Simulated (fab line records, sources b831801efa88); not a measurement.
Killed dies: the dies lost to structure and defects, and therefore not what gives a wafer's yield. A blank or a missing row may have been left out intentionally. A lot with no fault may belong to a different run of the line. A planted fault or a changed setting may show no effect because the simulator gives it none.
fab line records	flow gf180mcu
record: lots: 11	wafers: 33	lastDay: 34
route steps=602 shown DNWELL@40 M1@316 V1@344 M4@471
lots that met no fault: taken from a fault-free run of the same line
startH: the number of hours between the record's first day and the start of the first shown wafer of the lot	waitH: hours since the lot's step before	" as in the row above	L1.1+2: a row that stands for several wafers	- value missing, or start not given	* or withheld: withheld	< > ~ a bound
route shown NAME@n: a module of which the file shows steps, and the number in the route of the first	usual: the fault-free wafers' mean and standard deviation	same: alike in all rows	chamber/n: place in a boat	sites: readings site by site	_std_site: standard deviation of those values	_edge_site: outer sites' mean less inner sites'	radiusMm: for every site, how far away it sits from the centre of the wafer	mask NAME#n: copy n	behind: the last tool/chamber to shape the wafer	hold: what put the lot on hold/how long, in hours/how the hold closed	device: whichever transistor did not switch (one of n, p or np)	end of line: tests of these same wafers at the route's end	a step with no rows: only its recipe	killed: at the first sort, the dies lost to defects and structure; wafer yield is something else	map: a wafer's dies, marking killed ones x, the rest . and places with no die _
set.NAME: the setting as run; set.NAME@STEP: as run at that earlier step	model.NAME: the simulator's own value behind a step, which no gauge read
the route's steps for a sample of lots (tables are steps, rows are wafers)
services: the hour from which a tool's chamber was out of use, counted from the record's first day as startH (under 0 if before that day), plus the number of hours and why
== steps ==
step: GF_DNWELL_STRIP_08
recipe: chemistry: O2/N2	powerW: 1400	pressureMtorr: 1500	platenTempC: 250	o2FlowSccm: 3000	n2FlowSccm: 300	overashFraction: 0.5
usual: drypumpMotorCurrentA: 5.71/0.26	heaterPowerW: 345/25	oesProductAu: 0.722/0.0047	stripTimeToEndpointS: 36.99/0.11
lot.wafer	tool	chamber	startH	waitH	drypumpMotorCurrentA	heaterPowerW	oesProductAu	rfHoursCounterH	stripTimeToEndpointS
L877.3	plasmaAsher-04	0	50.00	0.1	5.96	356	0.714	-	36.99
L877.5	"	0	"	"	5.96	365	0.723	-	37.03
L877.6	"	1	"	"	5.27	376	0.730	-	36.99
L881.1	plasmaAsher-03	1	72.32	0.1	5.36	342	0.725	25	37.02
L881.5	"	0	"	"	5.75	333	0.715	-	36.97
L881.6	"	1	"	"	5.36	340	0.725	-	36.90
L883.1	plasmaAsher-04	1	79.07	0.2	5.23	377	0.724	45	36.85
L883.4	"	1	"	"	5.24	372	0.728	-	36.87
L883.6	"	0	"	"	6.03	350	0.724	-	37.01
L884.1	plasmaAsher-04	0	88.57	0.1	5.96	358	0.717	46	37.01
L884.2	"	1	"	"	5.24	367	0.720	46	36.99
L884.4	"	1	"	"	5.24	383	0.725	-	36.86
L885.3	plasmaAsher-01	0	92.55	0.1	5.99	313	0.731	-	36.90
L885.5	"	0	"	"	5.99	308	0.713	-	36.88
L885.6	"	1	"	"	5.68	373	0.726	-	37.00
L894.1	plasmaAsher-04	0	137.46	0.1	5.95	361	0.722	52	37.00
L894.5	"	1	"	"	5.26	374	0.716	-	37.03
L894.6	"	0	"	"	5.97	364	0.728	-	37.19
L895.2	plasmaAsher-01	1	143.86	0.1	5.68	369	0.721	52	37.07
L895.4	"	1	"	"	5.66	361	0.719	-	36.94
L895.6	"	1	"	"	5.68	374	0.716	-	37.01
L896.1	plasmaAsher-04	0	148.36	0.1	5.99	350	0.720	53	37.02
L896.2	"	1	"	"	5.25	376	0.719	53	37.00
L896.3	"	0	"	"	5.96	357	0.721	-	36.89
L897.1	plasmaAsher-01	0	154.12	0.1	5.94	309	0.722	53	36.92
L897.4	"	1	"	"	5.65	368	0.717	-	36.98
L897.6	"	1	"	"	5.66	360	0.730	-	36.91
L898.1	plasmaAsher-03	1	158.77	0.1	5.36	330	0.728	33	36.95
L898.3	"	0	"	"	5.72	326	0.721	-	36.92
L898.5	"	0	"	"	5.75	340	0.725	-	36.85
L899.3	plasmaAsher-01	0	163.80	0.1	5.96	310	0.730	-	37.21
L899.4	"	1	"	"	5.67	359	0.722	-	37.15
L899.6	"	1	"	"	5.67	363	0.714	-	37.24
step: GF_M1_SPUTTER_01
recipe: material: TiN	targetThkNm: 30	powerW: 6500	timeS: 25	chamberPressurePa: 0.4
usual: cathodeDcPowerW: 6500.2/1.1	throttleValvePct: 29.8/1
lot.wafer	tool	chamber	startH	waitH	cathodeDcPowerW	throttleValvePct
L877.3	pvdSputter-02	-	373.95	0.1	6499.4	30.7
L877.5	"	-	"	"	6500.3	28.9
L877.6	"	-	"	"	6496.1	29.4
L881.1	pvdSputter-02	-	410.61	0.1	6500.6	28.9
L881.5	"	-	"	"	6499.7	28.8
L881.6	"	-	"	"	6500.9	30.8
L883.1	pvdSputter-02	-	422.59	0.1	6501.5	29.8
L883.4	"	-	"	"	6499.7	30.6
L883.6	"	-	"	"	6501.9	30.7
L884.1	pvdSputter-01	-	443.26	0.1	6499.2	28.3
L884.2	"	-	"	"	6499.7	30.0
L884.4	"	-	"	"	6499.9	30.6
L885.3	pvdSputter-01	-	444.95	0.1	6500.6	30.9
L885.5	"	-	"	"	6500.1	30.0
L885.6	"	-	"	"	6500.7	28.4
L894.1	pvdSputter-01	-	519.26	0.1	6499.1	30.2
L894.5	"	-	"	"	6500.2	28.3
L894.6	"	-	"	"	6497.5	30.3
L895.2	pvdSputter-03	-	531.20	0.1	6500.0	27.6
L895.4	"	-	"	"	6498.8	31.1
L895.6	"	-	"	"	6501.2	30.2
L896.1	pvdSputter-01	-	538.66	0.1	6500.9	30.3
L896.2	"	-	"	"	6498.2	30.9
L896.3	"	-	"	"	6500.7	28.2
L897.1	pvdSputter-01	-	544.95	0.1	6501.4	30.0
L897.4	"	-	"	"	6500.5	30.1
L897.6	"	-	"	"	6500.2	30.9
L898.1	pvdSputter-03	-	550.66	0.1	6501.7	30.0
L898.3	"	-	"	"	6498.9	31.5
L898.5	"	-	"	"	6500.4	31.6
L899.3	pvdSputter-03	-	559.75	0.1	6499.9	31.5
L899.4	"	-	"	"	6503.1	30.3
L899.6	"	-	"	"	6500.3	27.4
step: GF_V1_COAT_09
recipe: resist: KrF	spinRpm: withheld	resistThkNm: 1000
lot.wafer	tool	chamber	startH	waitH
L877.3+5+6	lithoTrack-03	0	409	-
L881.1+5+6	lithoTrack-01	0	447	-
L883.1+4+6	lithoTrack-01	0	460	-
L884.1+2+4	lithoTrack-01	0	480	-
L885.3+5+6	lithoTrack-01	0	482	-
L894.1+5+6	lithoTrack-04	0	554	-
L895.2+4+6	lithoTrack-03	0	566	-
L896.1+2+3	lithoTrack-03	0	574	-
L897.1+4+6	lithoTrack-03	0	579	-
L898.1+3+5	lithoTrack-04	0	585	-
L899.3+4+6	lithoTrack-03	0	593	-
step: GF_V1_CD_MEAS_14
recipe: targetCdNm: 260
usual: cdNm: 260.3/1.2
lot.wafer	tool	chamber	startH	waitH	cdNm
L877.3	cdSem-02	-	421.40	0.1	261.1
L877.5	"	-	"	"	261.0
L877.6	"	-	"	"	260.7
L881.1	cdSem-01	-	459.56	0.1	260.8
L881.5	"	-	"	"	259.2
L881.6	"	-	"	"	260.7
L883.1	cdSem-02	-	472.56	0.1	261.8
L883.4	"	-	"	"	261.1
L883.6	"	-	"	"	261.0
L884.1	cdSem-01	-	493.21	0.1	260.5
L884.2	"	-	"	"	259.6
L884.4	"	-	"	"	256.7
L885.3	cdSem-02	-	494.85	0.1	259.5
L885.5	"	-	"	"	259.3
L885.6	"	-	"	"	254.8
L894.1	cdSem-01	-	565.96	0.1	260.5
L894.5	"	-	"	"	260.7
L894.6	"	-	"	"	259.3
L895.2	cdSem-02	-	577.83	0.1	261.2
L895.4	"	-	"	"	259.0
L895.6	"	-	"	"	260.5
L896.1	cdSem-01	-	585.21	0.1	260.0
L896.2	"	-	"	"	261.3
L896.3	"	-	"	"	261.3
L897.1	cdSem-01	-	591.01	0.1	259.9
L897.4	"	-	"	"	259.9
L897.6	"	-	"	"	259.6
L898.1	cdSem-01	-	595.61	0.1	260.5
L898.3	"	-	"	"	259.5
L898.5	"	-	"	"	259.4
L899.3	cdSem-01	-	603.70	0.1	260.3
L899.4	"	-	"	"	260.1
L899.6	"	-	"	"	260.4
step: GF_V1_STRIP_18
recipe: chemistry: O2/N2	powerW: 1400	pressureMtorr: 1500	platenTempC: 250	o2FlowSccm: 3000	n2FlowSccm: 300	overashFraction: 0.5
usual: drypumpMotorCurrentA: 5.7/0.36	heaterPowerW: 347/22	oesProductAu: 0.592/0.0047
lot.wafer	tool	chamber	startH	waitH	drypumpMotorCurrentA	heaterPowerW	oesProductAu	rfHoursCounterH
L877.3	plasmaAsher-02	0	421.68	-	6.4	323	0.587	-
L877.5	"	0	"	"	6.4	321	0.589	-
L877.6	"	1	"	"	5.7	350	0.591	-
L881.1	plasmaAsher-03	0	459.85	-	5.7	325	0.587	62
L881.5	"	1	"	"	5.3	343	0.596	-
L881.6	"	0	"	"	5.7	340	0.595	-
L883.1	plasmaAsher-03	1	472.84	-	5.3	343	0.595	64
L883.4	"	1	"	"	5.4	349	0.599	-
L883.6	"	0	"	"	5.8	323	0.599	-
L884.1	plasmaAsher-04	0	493.50	-	6.0	393	0.594	6
L884.2	"	1	"	"	5.2	366	0.588	6
L884.4	"	0	"	"	6.0	395	0.625	-
L885.3	plasmaAsher-03	1	495.14	-	5.4	341	0.592	-
L885.5	"	1	"	"	5.3	344	0.595	-
L885.6	"	0	"	"	5.8	339	0.626	-
L894.1	plasmaAsher-03	1	566.24	-	5.4	337	0.598	73
L894.5	"	1	"	"	5.4	342	0.589	-
L894.6	"	0	"	"	5.7	338	0.593	-
L895.2	plasmaAsher-02	0	578.09	-	6.4	323	0.597	46
L895.4	"	0	"	"	6.3	319	0.585	-
L895.6	"	1	"	"	5.7	348	0.596	-
L896.1	plasmaAsher-03	1	585.49	-	5.3	333	0.595	75
L896.2	"	0	"	"	5.7	334	0.600	75
L896.3	"	1	"	"	5.4	342	0.587	-
L897.1	plasmaAsher-04	0	591.29	-	6.0	394	0.588	17
L897.4	"	1	"	"	5.2	365	0.598	-
L897.6	"	1	"	"	5.2	369	0.594	-
L898.1	plasmaAsher-03	1	595.93	-	5.4	344	0.585	76
L898.3	"	1	"	"	5.4	348	0.589	-
L898.5	"	0	"	"	5.7	343	0.597	-
L899.3	plasmaAsher-03	1	603.98	-	5.4	330	0.601	-
L899.4	"	0	"	"	5.7	332	0.595	-
L899.6	"	1	"	"	5.4	343	0.586	-
step: GF_M4_OVL_MEAS_15
usual: M4_OVL: 3/5.2
lot.wafer	tool	chamber	startH	waitH	M4_OVL[nm]
L877.3	overlay-01	-	548.44	0.1	-3
L877.5	"	-	"	"	4
L877.6	"	-	"	"	-2
L881.1	overlay-01	-	583.48	0.1	-2
L881.5	"	-	"	"	6
L881.6	"	-	"	"	6
L883.1	overlay-01	-	594.48	0.1	1
L883.4	"	-	"	"	1
L883.6	"	-	"	"	4
L884.1	overlay-02	-	613.48	0.1	0
L884.2	"	-	"	"	10
L884.4	"	-	"	"	4
L885.3	overlay-01	-	614.39	0.1	7
L885.5	"	-	"	"	11
L885.6	"	-	"	"	7
L894.1	overlay-02	-	675.72	0.1	4
L894.5	"	-	"	"	6
L894.6	"	-	"	"	1
L895.2	overlay-02	-	685.88	0.1	0
L895.4	"	-	"	"	5
L895.6	"	-	"	"	1
L896.1	overlay-01	-	692.38	0.1	9
L896.2	"	-	"	"	10
L896.3	"	-	"	"	10
L897.1	overlay-01	-	697.83	0.1	10
L897.4	"	-	"	"	5
L897.6	"	-	"	"	2
L898.1	overlay-02	-	702.17	0.1	-5
L898.3	"	-	"	"	1
L898.5	"	-	"	"	-9
L899.3	overlay-02	-	709.44	0.1	3
L899.4	"	-	"	"	13
L899.6	"	-	"	"	6
== services ==
tool	chamber	startH	hours	kind
plasmaAsher-01	-	40.16	2.4	repair
pvdSputter-02	-	67.24	1.2	repair
plasmaAsher-03	-	73.21	2.7	repair
pvdSputter-02	-	74.14	3.6	repair
plasmaAsher-03	-	76.75	2.8	pm
plasmaAsher-03	-	116.26	2.0	repair
plasmaAsher-04	-	134.58	1.0	repair
pvdSputter-02	-	146.01	7.9	repair
plasmaAsher-01	-	184.05	0.6	repair
plasmaAsher-01	-	196.14	2.8	pm
pvdSputter-01	-	219.30	2.0	repair
plasmaAsher-03	-	221.98	9.4	repair
plasmaAsher-03	-	235.42	4.3	pm
pvdSputter-01	-	235.54	4.1	repair
plasmaAsher-01	-	292.42	4.5	repair
plasmaAsher-03	-	309.56	0.5	repair
pvdSputter-03	-	315.22	7.0	repair
pvdSputter-03	-	316.40	2.7	repair
pvdSputter-03	-	329.40	2.8	repair
pvdSputter-01	-	351.33	3.6	repair
plasmaAsher-04	-	408.50	4.5	repair
plasmaAsher-04	-	421.25	9.0	pm
pvdSputter-01	-	528.52	4.2	repair
plasmaAsher-04	-	564.69	3.8	repair
== key ==
firstSign: step: GF_V1_CD_MEAS_14	reading: cdNm	direction: down	sigmas: 3.9	usual: 260.3	struck: 255.8
effect: step: GF_V1_STRIP_18	reading: oesProductAu	direction: up	sigmas: 7	usual: 0.592	struck: 0.625
metAt GF_V1_COAT_09
struckLots L884,L885
struckWafers L884.4,L885.6
notActingAt GF_DNWELL_STRIP_08,GF_M1_SPUTTER_01,GF_M4_OVL_MEAS_15
onsetBetween 460 480
fault: kind: processParameterDrift	tool: lithoTrack-01	chamber: -	onsetH: 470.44	steps: GF_V1_COAT_09	channel: resistThkNm	offset: *	shape: step	endH: 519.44	scope: struckWafersOnly	actsIn: *	stated: *
